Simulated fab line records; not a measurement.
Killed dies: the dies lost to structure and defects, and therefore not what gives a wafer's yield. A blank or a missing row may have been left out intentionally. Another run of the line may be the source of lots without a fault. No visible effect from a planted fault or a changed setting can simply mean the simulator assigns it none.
One fault through the eyes of 2 desks ; flow gf180mcu ; each desk holds nothing but its own numbers, with what lay behind them at the end

== FROM THE METROLOGY DESK ==
Means of the sampled wafers that have a number, per lot and without regard to the tool the lot ran on: this is what the gauges read. Any lot whose mean is over 4 standard deviations away from the usual mean is out of limits and marked OUT; that distance is given in the brackets.
Columns: A = V2_W_THK at GF_V2_THK_MEAS_25, usual 347 nm; B = V3_CVD_02_THK at GF_V3_THK_MEAS_03, usual 850 nm; C = V3_BOW at GF_V3_BOW_MEAS_05, usual 116 um
lot;first seen here;A;B;C
L433;day 21 22:19;345;847;118
L435;day 22 23:08;349;845;119
L439;day 24 01:16;341;851;117
L440;day 24 04:53;346;859;106
L445;day 25 21:40;347;799 (-4.2) OUT;108
L446;day 26 11:06;343;819;120
L447;day 26 17:13;348;785 (-5.4) OUT;111
L448;day 26 17:16;347;843;113
L449;day 27 12:21;349;853;117
L450;day 27 13:58;350;861;122
L451;day 27 16:10;347;854;116
This desk's result: L445, L447 out of limits, first on L445 (V3_CVD_02_THK at GF_V3_THK_MEAS_03), day 26 19:58. Within limits: L433, L435, L439, L440, L446, L448, L449, L450, L451.

== TOOL OWNER'S DESK, pecvd-01 ==
The tool's own readings at GF_V3_CVD_02 (deposits SiO2 from TEOS, target thk 850 nm, time 94.851 s): means of the sampled wafers that have a number, for each lot that ran on this tool. Any lot whose mean is over 4 standard deviations away from the usual mean is out of limits and marked OUT; that distance is given in the brackets.
Columns: A = heaterPowerW at GF_V3_CVD_02, usual 695 W; B = runLengthS at GF_V3_CVD_02, usual 123.2 s
lot;first seen here;A;B
L433;day 22 23:32;725;123.6
L435;day 23 23:12;683;123.3
L445;day 26 19:54;712;118.5 (-11) OUT
L446;day 27 09:29;669;121.2 (-4.8) OUT
L447;day 27 15:32;682;118.7 (-11) OUT
This desk finds L445, L446, L447 out of limits, L445 being first, at day 26 19:54 (runLengthS at GF_V3_CVD_02). Within limits: L433, L435.

== TAKEN TOGETHER ==
The tool owner's desk had the chance to raise an alarm at day 26 19:54 on L445, L446, L447.
L445, L447 would have let the metrology desk raise an alarm at day 26 19:58.
The metrology desk holds a record of L446, inside its limits.
The lots listed all ran GF_V3_CVD_02 on pecvd-01.

== WHAT THE SIMULATOR PUT IN ==
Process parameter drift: pecvd-01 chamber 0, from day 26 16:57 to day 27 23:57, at GF_V3_CVD_02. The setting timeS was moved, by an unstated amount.
Shown lots that were struck: L445, L446, L447.
Delay (hours) between the fault's onset and each desk's first out-of-limits reading: 3 at the tool owner's desk, 3 at the metrology desk.
